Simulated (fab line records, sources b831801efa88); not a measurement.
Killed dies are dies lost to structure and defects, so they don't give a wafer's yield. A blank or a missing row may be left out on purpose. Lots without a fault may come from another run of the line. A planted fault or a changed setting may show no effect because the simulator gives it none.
fab line records | flow gf180mcu
record lots=5 wafers=15 last_day=33
route steps=602 shown VT_IMPLANT@98 MVSD@136 NWELL@137 LVPWELL@138 MVPSD@139
lots that met no fault: from a run of the same line without faults
start_h: hours from the record's first day to the start of the lot's first wafer shown | wait_h: hours since the lot's step before | " the same as in the row above | L1.1+2: a row that stands for several wafers | - no value, or no start given | * or withheld: withheld | < > ~ a bound
route shown NAME@n: a module of which the file shows steps, and the number in the route of the first | usual: mean/standard deviation of fault-free wafers | same: alike in all rows | chamber/n: place in a boat | sites: the reading at each site | _std_site: their standard deviation | _edge_site: outer sites' mean less inner sites' | radius_mm: how far each site lies from the wafer's centre | mask NAME#n: copy n | behind: the tool/chamber that last shaped the wafer | hold: why the lot was held/for how many hours/how that ended | device: the transistor (n, p or np) that didn't switch | end of line: the same wafers' tests at the end of the route | a step without rows: its recipe alone | killed: dies lost to structure and defects at the first sort, not the wafer's yield | map: a wafer's dies, x killed, . not, _ none there
set.NAME: the setting as run; set.NAME@STEP: as run at that earlier step | model.NAME: the simulator's own value behind a step, which no gauge read
lots at some steps of the route; a table a step, a row a wafer
services: from which hour (start_h, from the record's first day; less than 0 if before it) a tool's chamber was out of use, for how many hours, and why
## steps
# step GF_VT_IMPLANT_IMPLANT_08
# recipe species=BF2 energy_kev=20 dose_cm2=8.29e+12 tilt_deg=7
# usual end_station_pressure_torr=5.07e-06/2.5e-07
# columns lot.wafer tool chamber start_h wait_h end_station_pressure_torr
L080.1 implanter-02 0 147.98 0.0 4.99e-06
L080.3 " 0 " " 5.42e-06
L080.4 " 0 " " 4.76e-06
L081.1 implanter-04 0 153.48 0.0 5.27e-06
L081.4 " 0 " " 4.92e-06
L081.5 " 0 " " 5.11e-06
L086.3 implanter-01 0 183.69 0.1 5.42e-06
L086.5 " 0 " " 5.23e-06
L086.6 " 0 " " 5.51e-06
L089.4 implanter-02 0 202.87 0.1 5.03e-06
L089.5 " 0 " " 5.12e-06
L089.6 " 0 " " 4.94e-06
L091.1 implanter-04 0 216.79 0.0 5.17e-06
L091.2 " 0 " " 5.2e-06
L091.5 " 0 " " 5.6e-06
# step GF_VT_IMPLANT_STRIP_09
# recipe chemistry=O2/N2 power_w=1400 pressure_mtorr=1500 platen_temp_c=250 o2_flow_sccm=3000 n2_flow_sccm=300 overash_fraction=0.5
# usual drypump_motor_current_A=6.0/0.41 heater_power_w=338/26 oes_product_au=0.716/0.0045 strip_time_to_endpoint_s=12.62/0.044
# columns lot.wafer tool chamber start_h wait_h drypump_motor_current_A heater_power_w oes_product_au rf_hours_counter_h strip_time_to_endpoint_s
L080.1 plasma_asher-01 1 148.13 0.1 5.7 355 0.710 3 12.61
L080.3 " 0 " " 6.6 324 0.711 - 12.63
L080.4 " 1 " " 5.7 351 0.716 - 12.64
L081.1 plasma_asher-03 0 153.63 0.1 6.0 329 0.718 51 12.67
L081.4 " 1 " " 5.2 289 0.722 - 12.67
L081.5 " 1 " " 5.2 294 0.716 - 12.66
L086.3 plasma_asher-02 1 183.82 0.1 6.1 373 0.727 - 12.66
L086.5 " 1 " " 6.1 371 0.710 - 12.63
L086.6 " 0 " " 5.9 344 0.718 - 12.63
L089.4 plasma_asher-03 0 202.97 0.1 5.9 338 0.719 - 12.59
L089.5 " 0 " " 6.0 324 0.718 - 12.54
L089.6 " 1 " " 5.2 287 0.712 - 12.56
L091.1 plasma_asher-02 0 216.94 0.1 5.9 341 0.713 40 12.67
L091.2 " 1 " " 6.1 388 0.719 40 12.67
L091.5 " 1 " " 6.1 370 0.715 - 12.67
# step GF_VT_IMPLANT_TW_MEAS_10
# usual VT_IMPLANT_TW=561/5.4
# columns lot.wafer tool chamber start_h wait_h VT_IMPLANT_TW
L080.1 film_metro-03 - 148.23 0.1 554
L080.3 " - " " 553
L080.4 " - " " 554
L081.1 film_metro-02 - 153.73 0.1 561
L081.4 " - " " 561
L081.5 " - " " 559
L086.3 film_metro-02 - 183.91 0.1 567
L086.5 " - " " 566
L086.6 " - " " 565
L089.4 film_metro-02 - 203.07 0.1 569
L089.5 " - " " 568
L089.6 " - " " 569
L091.1 film_metro-03 - 217.04 0.1 557
L091.2 " - " " 555
L091.5 " - " " 560
# step GF_VT_IMPLANT_DEHYDRATE_11
# recipe temp_c=200 time_s=60
# same time_s=60
# columns lot.wafer tool chamber start_h wait_h
L080.1+3+4 litho_track-03 0 155.56 7.3
L081.1+4+5 litho_track-03 0 161.01 7.3
L086.3+5+6 litho_track-04 0 191.34 7.4
L089.4+5+6 litho_track-03 0 210.88 7.8
L091.1+2+5 litho_track-03 0 225.26 8.2
# step GF_VT_IMPLANT_HMDS_12
# recipe prime_time_s=60 prime_temp_c=120
# columns lot.wafer tool chamber start_h wait_h
L080.1+3+4 litho_track-03 0 155.71 0.1
L081.1+4+5 litho_track-03 0 161.16 0.1
L086.3+5+6 litho_track-04 0 191.49 0.1
L089.4+5+6 litho_track-03 0 211.03 0.1
L091.1+2+5 litho_track-03 0 225.41 0.1
# step GF_VT_IMPLANT_COAT_13
# recipe resist=NOVOLAK spin_rpm=3000 resist_thk_nm=1000
# columns lot.wafer tool chamber start_h wait_h
L080.1+3+4 litho_track-03 0 155.86 0.1
L081.1+4+5 litho_track-03 0 161.31 0.1
L086.3+5+6 litho_track-04 0 191.64 0.1
L089.4+5+6 litho_track-03 0 211.18 0.1
L091.1+2+5 litho_track-03 0 225.56 0.1
# step GF_VT_IMPLANT_SOFTBAKE_14
# recipe temp_c=90 time_s=60 resist=NOVOLAK
# same time_s=60
# columns lot.wafer tool chamber start_h wait_h
L080.1+3+4 litho_track-03 0 156.01 0.1
L081.1+4+5 litho_track-03 0 161.46 0.1
L086.3+5+6 litho_track-04 0 191.79 0.1
L089.4+5+6 litho_track-03 0 211.33 0.1
L091.1+2+5 litho_track-03 0 225.71 0.1
# step GF_VT_IMPLANT_EXPOSE_15
# recipe mask_id=Nwell_LV_AREA target_cd_nm=860 na=0.6 source_shape=conventional sigma_outer=0.6 dose_mj=140
# columns lot.wafer tool chamber start_h wait_h mask
L080.1+3+4 iline_stepper-01 0 - - Nwell_LV_AREA#0
L081.1+4+5 iline_stepper-02 0 - - Nwell_LV_AREA#0
L086.3+5+6 iline_stepper-01 0 - - Nwell_LV_AREA#0
L089.4+5+6 iline_stepper-01 0 - - Nwell_LV_AREA#0
L091.1+2+5 iline_stepper-01 0 - - Nwell_LV_AREA#0
# step GF_VT_IMPLANT_PEB_16
# recipe temp_c=withheld time_s=* resist=NOVOLAK
# same time_s=*
# columns lot.wafer tool chamber start_h wait_h
L080.1+3+4 litho_track-04 0 - -
L081.1+4+5 litho_track-01 0 - -
L086.3+5+6 litho_track-03 0 - -
L089.4+5+6 litho_track-01 0 - -
L091.1+2+5 litho_track-01 0 - -
# step GF_VT_IMPLANT_DEVELOP_17
# recipe develop_time_s=60 dev_temp_c=23
# same develop_time_s=60
# columns lot.wafer tool chamber start_h wait_h
L080.1+3+4 litho_track-04 0 163.64 0.1
L081.1+4+5 litho_track-01 0 169.71 0.1
L086.3+5+6 litho_track-03 0 200.21 0.1
L089.4+5+6 litho_track-01 0 220.18 0.1
L091.1+2+5 litho_track-01 0 234.05 0.1
# step GF_VT_IMPLANT_OVL_MEAS_18
# usual VT_IMPLANT_01_OVL=-0.1/1.7
# columns lot.wafer tool chamber start_h wait_h VT_IMPLANT_01_OVL[nm]
L080.1 overlay-01 - 163.79 0.1 -0.7
L080.3 " - " " -1.1
L080.4 " - " " -0.1
L081.1 overlay-01 - 169.86 0.1 -1.8
L081.4 " - " " -2.9
L081.5 " - " " -1.8
L086.3 overlay-01 - 200.32 0.1 0.1
L086.5 " - " " -0.1
L086.6 " - " " 0.1
L089.4 overlay-02 - 220.27 0.1 0.5
L089.5 " - " " -1.3
L089.6 " - " " -0.6
L091.1 overlay-02 - 234.20 0.1 0.4
L091.2 " - " " 1.6
L091.5 " - " " 1.5
# step GF_VT_IMPLANT_IMPLANT_19
# recipe species=As energy_kev=100 dose_cm2=4.35e+12 tilt_deg=7
# usual end_station_pressure_torr=5.04e-06/2.6e-07
# columns lot.wafer tool chamber start_h wait_h end_station_pressure_torr
L080.1 implanter-01 0 163.83 0.0 5.4e-06
L080.3 " 0 " " 5.27e-06
L080.4 " 0 " " 4.74e-06
L081.1 implanter-02 0 169.89 0.0 5.09e-06
L081.4 " 0 " " 5.12e-06
L081.5 " 0 " " 5.34e-06
L086.3 implanter-04 0 200.39 0.1 5.17e-06
L086.5 " 0 " " 5.59e-06
L086.6 " 0 " " 5.45e-06
L089.4 implanter-01 0 220.37 0.1 4.76e-06
L089.5 " 0 " " 5.23e-06
L089.6 " 0 " " 4.88e-06
L091.1 implanter-04 0 234.24 0.0 5.37e-06
L091.2 " 0 " " 4.8e-06
L091.5 " 0 " " 5.1e-06
# step GF_VT_IMPLANT_STRIP_20
# recipe chemistry=O2/N2 power_w=1400 pressure_mtorr=1500 platen_temp_c=250 o2_flow_sccm=3000 n2_flow_sccm=300 overash_fraction=0.5
# usual drypump_motor_current_A=5.8/0.45 heater_power_w=325/26 oes_product_au=0.716/0.0044 strip_time_to_endpoint_s=12.62/0.04
# columns lot.wafer tool chamber start_h wait_h drypump_motor_current_A heater_power_w oes_product_au rf_hours_counter_h strip_time_to_endpoint_s
L080.1 plasma_asher-01 1 163.98 0.1 5.8 354 0.716 5 12.63
L080.3 " 0 " " 6.6 312 0.723 - 12.61
L080.4 " 1 " " 5.8 358 0.711 - 12.66
L081.1 plasma_asher-01 0 170.04 0.1 6.6 312 0.714 5 12.62
L081.4 " 0 " " 6.6 318 0.709 - 12.63
L081.5 " 0 " " 6.6 312 0.713 - 12.64
L086.3 plasma_asher-03 0 200.52 0.1 5.9 342 0.719 - 12.55
L086.5 " 1 " " 5.2 289 0.721 - 12.60
L086.6 " 0 " " 6.0 330 0.712 - 12.56
L089.4 plasma_asher-03 0 220.47 0.1 6.0 337 0.715 - 12.63
L089.5 " 0 " " 6.0 334 0.716 - 12.63
L089.6 " 1 " " 5.3 290 0.716 - 12.62
L091.1 plasma_asher-03 1 234.39 0.1 5.3 293 0.722 60 12.62
L091.2 " 0 " " 6.0 335 0.717 60 12.61
L091.5 " 1 " " 5.2 292 0.718 - 12.60
# step GF_VT_IMPLANT_TW_MEAS_21
# usual VT_IMPLANT_2_TW=1204/13
# columns lot.wafer tool chamber start_h wait_h VT_IMPLANT_2_TW
L080.1 film_metro-03 - 164.08 0.1 1195
L080.3 " - " " 1197
L080.4 " - " " 1199
L081.1 film_metro-01 - 170.14 0.1 1205
L081.4 " - " " 1194
L081.5 " - " " 1196
L086.3 film_metro-01 - 200.61 0.1 1191
L086.5 " - " " 1191
L086.6 " - " " 1191
L089.4 film_metro-03 - 220.57 0.1 1191
L089.5 " - " " 1198
L089.6 " - " " 1203
L091.1 film_metro-03 - 234.49 0.1 1193
L091.2 " - " " 1197
L091.5 " - " " 1187
# step GF_VT_IMPLANT_DEHYDRATE_22
# recipe temp_c=200 time_s=60
# same time_s=60
# columns lot.wafer tool chamber start_h wait_h
L080.1+3+4 litho_track-04 0 171.79 7.7
L081.1+4+5 litho_track-03 0 177.71 7.6
L086.3+5+6 litho_track-01 0 208.35 7.7
L089.4+5+6 litho_track-01 0 229.08 8.5
L091.1+2+5 litho_track-01 0 242.80 8.3
# step GF_VT_IMPLANT_HMDS_23
# recipe prime_time_s=60 prime_temp_c=120
# columns lot.wafer tool chamber start_h wait_h
L080.1+3+4 litho_track-04 0 171.94 0.1
L081.1+4+5 litho_track-03 0 177.86 0.1
L086.3+5+6 litho_track-01 0 208.50 0.1
L089.4+5+6 litho_track-01 0 229.23 0.1
L091.1+2+5 litho_track-01 0 242.95 0.1
# step GF_VT_IMPLANT_COAT_24
# recipe resist=NOVOLAK spin_rpm=3000 resist_thk_nm=1000
# columns lot.wafer tool chamber start_h wait_h
L080.1+3+4 litho_track-04 0 172.09 0.1
L081.1+4+5 litho_track-03 0 178.01 0.1
L086.3+5+6 litho_track-01 0 208.65 0.1
L089.4+5+6 litho_track-01 0 229.38 0.1
L091.1+2+5 litho_track-01 0 243.10 0.1
# step GF_VT_IMPLANT_SOFTBAKE_25
# recipe temp_c=90 time_s=60 resist=NOVOLAK
# same time_s=60
# columns lot.wafer tool chamber start_h wait_h
L080.1+3+4 litho_track-04 0 172.24 0.1
L081.1+4+5 litho_track-03 0 178.16 0.1
L086.3+5+6 litho_track-01 0 208.80 0.1
L089.4+5+6 litho_track-01 0 229.53 0.1
L091.1+2+5 litho_track-01 0 243.25 0.1
# step GF_VT_IMPLANT_EXPOSE_26
# recipe mask_id=LVPWELL_HV_AREA target_cd_nm=860 na=0.6 source_shape=conventional sigma_outer=0.6 dose_mj=140
# columns lot.wafer tool chamber start_h wait_h mask
L080.1+3+4 iline_stepper-02 0 - - LVPWELL_HV_AREA#0
L081.1+4+5 iline_stepper-02 0 - - LVPWELL_HV_AREA#0
L086.3+5+6 iline_stepper-01 0 - - LVPWELL_HV_AREA#0
L089.4+5+6 iline_stepper-01 0 - - LVPWELL_HV_AREA#0
L091.1+2+5 iline_stepper-01 0 - - LVPWELL_HV_AREA#0
# step GF_VT_IMPLANT_PEB_27
# recipe temp_c=withheld time_s=* resist=NOVOLAK
# same time_s=*
# columns lot.wafer tool chamber start_h wait_h
L080.1+3+4 litho_track-03 0 - -
L081.1+4+5 litho_track-01 0 - -
L086.3+5+6 litho_track-01 0 - -
L089.4+5+6 litho_track-04 0 - -
L091.1+2+5 litho_track-03 0 - -
# step GF_VT_IMPLANT_DEVELOP_28
# recipe develop_time_s=60 dev_temp_c=23
# same develop_time_s=60
# columns lot.wafer tool chamber start_h wait_h
L080.1+3+4 litho_track-03 0 180.16 0.1
L081.1+4+5 litho_track-01 0 186.06 0.1
L086.3+5+6 litho_track-01 0 217.60 0.1
L089.4+5+6 litho_track-04 0 238.71 0.1
L091.1+2+5 litho_track-03 0 252.95 0.1
# step GF_VT_IMPLANT_OVL_MEAS_29
# usual VT_IMPLANT_02_OVL=-0.3/1.5
# columns lot.wafer tool chamber start_h wait_h VT_IMPLANT_02_OVL[nm]
L080.1 overlay-02 - 180.31 0.1 1.0
L080.3 " - " " 1.7
L080.4 " - " " 0.2
L081.1 overlay-02 - 186.21 0.1 0.9
L081.4 " - " " 0.1
L081.5 " - " " 2.6
L086.3 overlay-01 - 217.72 0.1 -2.0
L086.5 " - " " -1.2
L086.6 " - " " -0.4
L089.4 overlay-01 - 238.81 0.1 -2.8
L089.5 " - " " -2.2
L089.6 " - " " -2.4
L091.1 overlay-01 - 253.10 0.1 -0.5
L091.2 " - " " 0.8
L091.5 " - " " -0.4
# step GF_VT_IMPLANT_IMPLANT_30
# recipe species=B energy_kev=25 dose_cm2=2.534e+12 tilt_deg=7
# usual end_station_pressure_torr=4.99e-06/2.4e-07
# columns lot.wafer tool chamber start_h wait_h end_station_pressure_torr
L080.1 implanter-04 0 180.34 0.0 4.53e-06
L080.3 " 0 " " 4.78e-06
L080.4 " 0 " " 5.37e-06
L081.1 implanter-02 0 186.24 0.0 5.31e-06
L081.4 " 0 " " 5.6e-06
L081.5 " 0 " " 4.57e-06
L086.3 implanter-01 0 217.79 0.1 5.16e-06
L086.5 " 0 " " 4.93e-06
L086.6 " 0 " " 4.6e-06
L089.4 implanter-01 0 238.90 0.1 4.7e-06
L089.5 " 0 " " 5.12e-06
L089.6 " 0 " " 5e-06
L091.1 implanter-01 0 253.14 0.0 4.66e-06
L091.2 " 0 " " 5.17e-06
L091.5 " 0 " " 4.99e-06
# step GF_VT_IMPLANT_STRIP_31
# recipe chemistry=O2/N2 power_w=1400 pressure_mtorr=1500 platen_temp_c=250 o2_flow_sccm=3000 n2_flow_sccm=300 overash_fraction=0.5
# usual drypump_motor_current_A=6.0/0.42 heater_power_w=337/26 oes_product_au=0.715/0.0043 strip_time_to_endpoint_s=12.62/0.039
# columns lot.wafer tool chamber start_h wait_h drypump_motor_current_A heater_power_w oes_product_au rf_hours_counter_h strip_time_to_endpoint_s
L080.1 plasma_asher-03 1 180.49 0.1 5.3 297 0.715 54 12.63
L080.3 " 0 " " 6.0 343 0.716 - 12.62
L080.4 " 1 " " 5.2 292 0.721 - 12.62
L081.1 plasma_asher-01 1 186.39 0.1 5.8 358 0.714 7 12.59
L081.4 " 1 " " 5.8 346 0.721 - 12.65
L081.5 " 0 " " 6.6 323 0.712 - 12.60
L086.3 plasma_asher-02 1 217.92 0.1 6.1 366 0.708 - 12.64
L086.5 " 1 " " 6.1 383 0.715 - 12.64
L086.6 " 0 " " 5.9 348 0.706 - 12.70
L089.4 plasma_asher-01 0 239.01 0.1 6.6 324 0.715 - 12.69
L089.5 " 1 " " 5.8 356 0.717 - 12.66
L089.6 " 0 " " 6.6 313 0.707 - 12.63
L091.1 plasma_asher-03 0 253.29 0.1 6.0 329 0.721 62 12.61
L091.2 " 1 " " 5.2 293 0.712 62 12.61
L091.5 " 1 " " 5.2 296 0.722 - 12.62
# step GF_VT_IMPLANT_TW_MEAS_32
# usual VT_IMPLANT_3_TW=266.3/2.7
# columns lot.wafer tool chamber start_h wait_h VT_IMPLANT_3_TW
L080.1 film_metro-01 - 180.59 0.1 265.6
L080.3 " - " " 265.8
L080.4 " - " " 266.9
L081.1 film_metro-02 - 186.49 0.1 270.5
L081.4 " - " " 270.3
L081.5 " - " " 269.4
L086.3 film_metro-03 - 218.01 0.1 264.2
L086.5 " - " " 264.1
L086.6 " - " " 265.3
L089.4 film_metro-01 - 239.11 0.1 265.8
L089.5 " - " " 264.4
L089.6 " - " " 264.6
L091.1 film_metro-02 - 253.39 0.1 268.4
L091.2 " - " " 269.4
L091.5 " - " " 268.2
# step GF_VT_IMPLANT_DEHYDRATE_33
# recipe temp_c=200 time_s=60
# same time_s=60
# columns lot.wafer tool chamber start_h wait_h
L080.1+3+4 litho_track-03 0 188.16 7.6
L081.1+4+5 litho_track-03 0 194.36 7.9
L086.3+5+6 litho_track-03 0 226.21 8.2
L089.4+5+6 litho_track-04 0 247.66 8.5
L091.1+2+5 litho_track-04 0 261.99 8.6
# step GF_VT_IMPLANT_HMDS_34
# recipe prime_time_s=60 prime_temp_c=120
# columns lot.wafer tool chamber start_h wait_h
L080.1+3+4 litho_track-03 0 188.31 0.1
L081.1+4+5 litho_track-03 0 194.51 0.1
L086.3+5+6 litho_track-03 0 226.36 0.1
L089.4+5+6 litho_track-04 0 247.81 0.1
L091.1+2+5 litho_track-04 0 262.14 0.1
# step GF_VT_IMPLANT_COAT_35
# recipe resist=NOVOLAK spin_rpm=3000 resist_thk_nm=1000
# columns lot.wafer tool chamber start_h wait_h
L080.1+3+4 litho_track-03 0 188.46 0.1
L081.1+4+5 litho_track-03 0 194.66 0.1
L086.3+5+6 litho_track-03 0 226.51 0.1
L089.4+5+6 litho_track-04 0 247.96 0.1
L091.1+2+5 litho_track-04 0 262.29 0.1
# step GF_VT_IMPLANT_SOFTBAKE_36
# recipe temp_c=90 time_s=60 resist=NOVOLAK
# same time_s=60
# columns lot.wafer tool chamber start_h wait_h
L080.1+3+4 litho_track-03 0 188.61 0.1
L081.1+4+5 litho_track-03 0 194.81 0.1
L086.3+5+6 litho_track-03 0 226.66 0.1
L089.4+5+6 litho_track-04 0 248.11 0.1
L091.1+2+5 litho_track-04 0 262.44 0.1
# step GF_VT_IMPLANT_EXPOSE_37
# recipe mask_id=Nwell_HV_AREA target_cd_nm=860 na=0.6 source_shape=conventional sigma_outer=0.6 dose_mj=140
# columns lot.wafer tool chamber start_h wait_h mask
L080.1+3+4 iline_stepper-02 0 - - Nwell_HV_AREA#0
L081.1+4+5 iline_stepper-02 0 - - Nwell_HV_AREA#0
L086.3+5+6 iline_stepper-01 0 - - Nwell_HV_AREA#0
L089.4+5+6 iline_stepper-02 0 - - Nwell_HV_AREA#0
L091.1+2+5 iline_stepper-01 0 - - Nwell_HV_AREA#0
# step GF_VT_IMPLANT_PEB_38
# recipe temp_c=withheld time_s=* resist=NOVOLAK
# same time_s=*
# columns lot.wafer tool chamber start_h wait_h
L080.1+3+4 litho_track-01 0 - -
L081.1+4+5 litho_track-04 0 - -
L086.3+5+6 litho_track-03 0 - -
L089.4+5+6 litho_track-01 0 - -
L091.1+2+5 litho_track-03 0 - -
# step GF_VT_IMPLANT_DEVELOP_39
# recipe develop_time_s=60 dev_temp_c=23
# same develop_time_s=60
# columns lot.wafer tool chamber start_h wait_h
L080.1+3+4 litho_track-01 0 196.46 0.1
L081.1+4+5 litho_track-04 0 203.44 0.1
L086.3+5+6 litho_track-03 0 235.41 0.1
L089.4+5+6 litho_track-01 0 257.63 0.1
L091.1+2+5 litho_track-03 0 272.20 0.1
# step GF_VT_IMPLANT_OVL_MEAS_40
# usual VT_IMPLANT_03_OVL=-1.5/1.1
# columns lot.wafer tool chamber start_h wait_h VT_IMPLANT_03_OVL[nm]
L080.1 overlay-02 - 196.61 0.1 -2.2
L080.3 " - " " -0.8
L080.4 " - " " -0.4
L081.1 overlay-01 - 203.59 0.1 -2.8
L081.4 " - " " -0.5
L081.5 " - " " -2.7
L086.3 overlay-01 - 235.52 0.1 -2.1
L086.5 " - " " -3.1
L086.6 " - " " -1.6
L089.4 overlay-02 - 257.72 0.1 -2.2
L089.5 " - " " -1.3
L089.6 " - " " -1.5
L091.1 overlay-01 - 272.35 0.1 -2.4
L091.2 " - " " 0.0
L091.5 " - " " 1.1
# step GF_VT_IMPLANT_IMPLANT_41
# recipe species=As energy_kev=70 dose_cm2=1.013e+12 tilt_deg=7
# usual end_station_pressure_torr=5e-06/2.4e-07
# columns lot.wafer tool chamber start_h wait_h end_station_pressure_torr
L080.1 implanter-02 0 196.64 0.0 5.32e-06
L080.3 " 0 " " 4.88e-06
L080.4 " 0 " " 5.22e-06
L081.1 implanter-04 0 203.63 0.0 5.01e-06
L081.4 " 0 " " 5.12e-06
L081.5 " 0 " " 4.54e-06
L086.3 implanter-02 0 235.59 0.1 4.99e-06
L086.5 " 0 " " 4.91e-06
L086.6 " 0 " " 4.76e-06
L089.4 implanter-01 0 257.82 0.1 4.91e-06
L089.5 " 0 " " 4.84e-06
L089.6 " 0 " " 4.93e-06
L091.1 implanter-04 0 272.39 0.0 4.93e-06
L091.2 " 0 " " 5.19e-06
L091.5 " 0 " " 4.62e-06
# step GF_VT_IMPLANT_STRIP_42
# recipe chemistry=O2/N2 power_w=1400 pressure_mtorr=1500 platen_temp_c=250 o2_flow_sccm=3000 n2_flow_sccm=300 overash_fraction=0.5
# usual drypump_motor_current_A=5.8/0.47 heater_power_w=326/25 oes_product_au=0.716/0.0039 strip_time_to_endpoint_s=12.63/0.045
# columns lot.wafer tool chamber start_h wait_h drypump_motor_current_A heater_power_w oes_product_au rf_hours_counter_h strip_time_to_endpoint_s
L080.1 plasma_asher-01 1 196.79 0.1 5.8 348 0.722 8 12.71
L080.3 " 0 " " 6.7 321 0.718 - 12.70
L080.4 " 1 " " 5.8 347 0.718 - 12.72
L081.1 plasma_asher-03 1 203.78 0.1 5.2 293 0.720 57 12.64
L081.4 " 1 " " 5.2 290 0.714 - 12.62
L081.5 " 1 " " 5.2 297 0.709 - 12.68
L086.3 plasma_asher-03 1 235.72 0.1 5.2 295 0.712 - 12.70
L086.5 " 1 " " 5.2 293 0.716 - 12.66
L086.6 " 0 " " 6.0 325 0.709 - 12.67
L089.4 plasma_asher-03 1 257.92 0.1 5.3 294 0.718 - 12.58
L089.5 " 1 " " 5.3 294 0.715 - 12.56
L089.6 " 0 " " 6.0 327 0.707 - 12.58
L091.1 plasma_asher-03 1 272.54 0.1 5.3 291 0.713 65 12.54
L091.2 " 0 " " 6.0 328 0.713 65 12.57
L091.5 " 1 " " 5.2 289 0.717 - 12.53
# step GF_VT_IMPLANT_TW_MEAS_43
# usual VT_IMPLANT_4_TW=684/7.2
# columns lot.wafer tool chamber start_h wait_h VT_IMPLANT_4_TW
L080.1 film_metro-03 - 196.89 0.1 682
L080.3 " - " " 681
L080.4 " - " " 679
L081.1 film_metro-02 - 203.88 0.1 695
L081.4 " - " " 695
L081.5 " - " " 698
L086.3 film_metro-03 - 235.81 0.1 678
L086.5 " - " " 677
L086.6 " - " " 680
L089.4 film_metro-03 - 258.02 0.1 674
L089.5 " - " " 677
L089.6 " - " " 682
L091.1 film_metro-01 - 272.64 0.1 677
L091.2 " - " " 679
L091.5 " - " " 679
# step GF_VT_IMPLANT_CLEAN_44
# recipe chemistry=SC1/SC2 mix=1:4:20 temp_c=70 time_s=150 dry=n2_spin
# same time_s=150
# columns lot.wafer tool chamber start_h wait_h
L080.1+3+4 wet_bench-02 0 196.95 0.1
L081.1+4+5 wet_bench-02 0 203.94 0.1
L086.3+5+6 wet_bench-04 0 235.85 0.0
L089.4+5+6 wet_bench-04 3 258.05 0.0
L091.1+2+5 wet_bench-03 2 272.70 0.1
# step GF_VT_IMPLANT_RTA_45
# recipe temp_c=1050 time_s=30 ambient=N2
# usual lamp_power_pct=29.6/1.7 wafer_temp_C_max=1054.3/0.92
# same time_s=30
# columns lot.wafer tool chamber start_h wait_h lamp_power_pct wafer_temp_C_max
L080.1 rtp_anneal-02 0 197.00 0.0 31.5 1055.3
L080.3 " 0 " " 31.6 1053.6
L080.4 " 0 " " 31.6 1055.5
L081.1 rtp_anneal-02 0 203.99 0.0 31.6 1054.6
L081.4 " 0 " " 31.5 1054.2
L081.5 " 0 " " 31.6 1056.5
L086.3 rtp_anneal-01 0 235.94 0.0 28.3 1053.1
L086.5 " 0 " " 28.2 1054.5
L086.6 " 0 " " 28.2 1053.4
L089.4 rtp_anneal-01 0 258.15 0.1 28.3 1055.7
L089.5 " 0 " " 28.3 1053.9
L089.6 " 0 " " 28.2 1053.7
L091.1 rtp_anneal-01 0 272.75 0.0 28.3 1053.3
L091.2 " 0 " " 28.3 1053.8
L091.5 " 0 " " 28.3 1057.5
# step GF_VT_IMPLANT_RS_MEAS_46
# recipe thk_meas_gauge=four-point-probe
# usual MVSD_RS=456.9/1.4
# columns lot.wafer tool chamber start_h wait_h MVSD_RS[ohm/sq]
L080.1 film_metro-04 - 197.10 0.1 457.4
L080.3 " - " " 456.1
L080.4 " - " " 456.9
L081.1 film_metro-04 - 204.09 0.1 455.5
L081.4 " - " " 456.6
L081.5 " - " " 454.1
L086.3 film_metro-01 - 236.05 0.1 456.3
L086.5 " - " " 456.6
L086.6 " - " " 457.2
L089.4 film_metro-01 - 258.26 0.1 454.1
L089.5 " - " " 455.0
L089.6 " - " " 455.2
L091.1 film_metro-04 - 272.85 0.1 456.7
L091.2 " - " " 454.9
L091.5 " - " " 456.9
# step GF_VT_IMPLANT_RS_MEAS_47
# recipe thk_meas_gauge=four-point-probe
# usual NWELL_RS=487.6/1.2
# columns lot.wafer tool chamber start_h wait_h NWELL_RS[ohm/sq]
L080.1 film_metro-04 - 197.22 0.1 485.9
L080.3 " - " " 486.0
L080.4 " - " " 486.1
L081.1 film_metro-04 - 204.21 0.1 486.7
L081.4 " - " " 486.4
L081.5 " - " " 486.7
L086.3 film_metro-01 - 236.17 0.1 488.4
L086.5 " - " " 487.1
L086.6 " - " " 487.9
L089.4 film_metro-01 - 258.38 0.1 487.0
L089.5 " - " " 487.8
L089.6 " - " " 488.3
L091.1 film_metro-04 - 272.97 0.1 486.5
L091.2 " - " " 485.8
L091.5 " - " " 487.0
# step GF_VT_IMPLANT_RS_MEAS_48
# recipe thk_meas_gauge=four-point-probe
# usual LVPWELL_RS=1198/3.2
# columns lot.wafer tool chamber start_h wait_h LVPWELL_RS[ohm/sq]
L080.1 film_metro-04 - 197.34 0.1 1199
L080.3 " - " " 1198
L080.4 " - " " 1202
L081.1 film_metro-04 - 204.33 0.1 1197
L081.4 " - " " 1195
L081.5 " - " " 1198
L086.3 film_metro-01 - 236.29 0.1 1199
L086.5 " - " " 1201
L086.6 " - " " 1199
L089.4 film_metro-01 - 258.50 0.1 1202
L089.5 " - " " 1203
L089.6 " - " " 1204
L091.1 film_metro-04 - 273.09 0.1 1193
L091.2 " - " " 1194
L091.5 " - " " 1194
# step GF_VT_IMPLANT_RS_MEAS_49
# recipe thk_meas_gauge=four-point-probe
# usual MVPSD_RS=1169.0/2.8
# columns lot.wafer tool chamber start_h wait_h MVPSD_RS[ohm/sq]
L080.1 film_metro-04 - 197.46 0.1 1168.8
L080.3 " - " " 1166.8
L080.4 " - " " 1161.5
L081.1 film_metro-04 - 204.45 0.1 1167.9
L081.4 " - " " 1166.4
L081.5 " - " " 1164.4
L086.3 film_metro-01 - 236.41 0.1 1170.9
L086.5 " - " " 1170.8
L086.6 " - " " 1167.3
L089.4 film_metro-01 - 258.62 0.1 1172.6
L089.5 " - " " 1168.3
L089.6 " - " " 1170.2
L091.1 film_metro-04 - 273.21 0.1 1169.9
L091.2 " - " " 1169.5
L091.5 " - " " 1168.3
# step GF_VT_IMPLANT_WET_ETCH_50
# recipe chemistry=dHF target_depth_nm=20 target=SiO2 temp_c=25 dilution=100:1 time_s=400
# same time_s=400
# columns lot.wafer tool chamber start_h wait_h
L080.1+3+4 wet_bench-04 0 197.58 0.1
L081.1+4+5 wet_bench-03 0 204.57 0.1
L086.3+5+6 wet_bench-03 3 236.49 0.1
L089.4+5+6 wet_bench-04 3 258.68 0.0
L091.1+2+5 wet_bench-02 2 273.33 0.1
## services
# columns tool chamber start_h hours kind
implanter-01 - 124.56 6.3 repair
iline_stepper-02 - 132.64 9.0 repair
wet_bench-03 - 134.80 5.3 repair
iline_stepper-02 - 141.64 4.4 pm
implanter-04 - 181.16 2.5 repair
plasma_asher-02 - 195.18 8.5 repair
implanter-01 - 204.25 5.9 pm
iline_stepper-02 - 206.82 1.7 pm
plasma_asher-02 - 225.53 2.8 pm
implanter-02 - 241.97 3.6 repair
rtp_anneal-01 - 251.53 3.5 pm
plasma_asher-01 - 257.96 2.8 pm
plasma_asher-02 - 260.85 18.8 repair
implanter-02 - 266.59 5.1 repair
## key
fault none
